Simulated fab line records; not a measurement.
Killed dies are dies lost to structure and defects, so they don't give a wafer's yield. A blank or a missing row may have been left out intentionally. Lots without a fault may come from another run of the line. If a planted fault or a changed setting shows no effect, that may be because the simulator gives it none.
Which tool did it? :: flow sky130 :: 6 lots with 18 wafers sampled at 4 steps, on a route of 708 steps

WHAT THE GAUGES SHOWED, per wafer
SKY_PAD_OPEN_BOW_MEAS_13.
lot: L164
measured: day 47 03:39
on: film-metro-01
PAD_OPEN_BOW (um): 47 46 50

lot: L165
measured: day 47 05:37
on: film-metro-02
PAD_OPEN_BOW (um): 61 51 71

lot: L167
measured: day 47 13:46
on: film-metro-01
PAD_OPEN_BOW (um): 55 50 57

lot: L170
measured: day 48 07:28
on: film-metro-01
PAD_OPEN_BOW (um): 48 50 45

lot: L172
measured: day 48 22:19
on: film-metro-01
PAD_OPEN_BOW (um): 51 50 47

lot: L180
measured: day 50 13:16
on: film-metro-04
PAD_OPEN_BOW (um): 44 37 35

WHAT TOOL EACH LOT RAN ON (gives the tool, then ch and the chambers of the sampled wafers, and finally the start)
lot: L164
SKY_CONTACT_STRIP_20: wet-bench-04 ch 0, day 33 10:59
SKY_VIA4_CMP_21: cmp-02 ch 1,3, day 44 09:28
SKY_METAL5_SPUTTER_03: pvd-sputter-04, day 44 09:52

lot: L165
SKY_CONTACT_STRIP_20: wet-bench-03 ch 2, day 33 11:55
SKY_VIA4_CMP_21: cmp-01 ch 0,1,3, day 44 11:19
SKY_METAL5_SPUTTER_03: pvd-sputter-04, day 44 11:43

lot: L167
SKY_CONTACT_STRIP_20: wet-bench-04 ch 0, day 33 22:56
SKY_VIA4_CMP_21: cmp-01 ch 1,2, day 44 18:49
SKY_METAL5_SPUTTER_03: pvd-sputter-02, day 44 19:13

lot: L170
SKY_CONTACT_STRIP_20: wet-bench-03 ch 1, day 34 21:25
SKY_VIA4_CMP_21: cmp-02 ch 0,1,2, day 45 14:30
SKY_METAL5_SPUTTER_03: pvd-sputter-04, day 45 14:51

lot: L172
SKY_CONTACT_STRIP_20: wet-bench-02 ch 3, day 35 22:38
SKY_VIA4_CMP_21: cmp-01 ch 0,1,3, day 46 08:06
SKY_METAL5_SPUTTER_03: pvd-sputter-03, day 46 08:24

lot: L180
SKY_CONTACT_STRIP_20: wet-bench-03 ch 3, day 38 06:43
SKY_VIA4_CMP_21: cmp-02 ch 1,2, day 48 05:08
SKY_METAL5_SPUTTER_03: pvd-sputter-03, day 48 05:29
- SKY_CONTACT_STRIP_20: strips in post etch residue remover, time 1200 s.
- SKY_VIA4_CMP_21: polishes, stops on SiO2, t overpolish 25 s, target thk 0 nm.
- SKY_METAL5_SPUTTER_03: material Ti, target thk 5 nm, time 3.3 s.

THE ANSWER, worked out from the rows above alone
Rule: the usual values come from the lots themselves. Put in order of their means at a reading, lots are off if they are a third of the lots or fewer, leave a main group of 4 or more, and stand apart from it by a gap of 3 or more times the standard deviation of the main group's means; of several such gaps the widest counts. A main group whose means are all the same, to the digits that the tables above print for the reading, isn't used. Also off: a lot with no number at a reading for which 4 or more lots have one. Where the step has rows for the other lots, those lots are counted as sound.
No lot is off on any of the readings shown, so nothing can be concluded from this.

WHAT THE SIMULATOR HAD INSERTED
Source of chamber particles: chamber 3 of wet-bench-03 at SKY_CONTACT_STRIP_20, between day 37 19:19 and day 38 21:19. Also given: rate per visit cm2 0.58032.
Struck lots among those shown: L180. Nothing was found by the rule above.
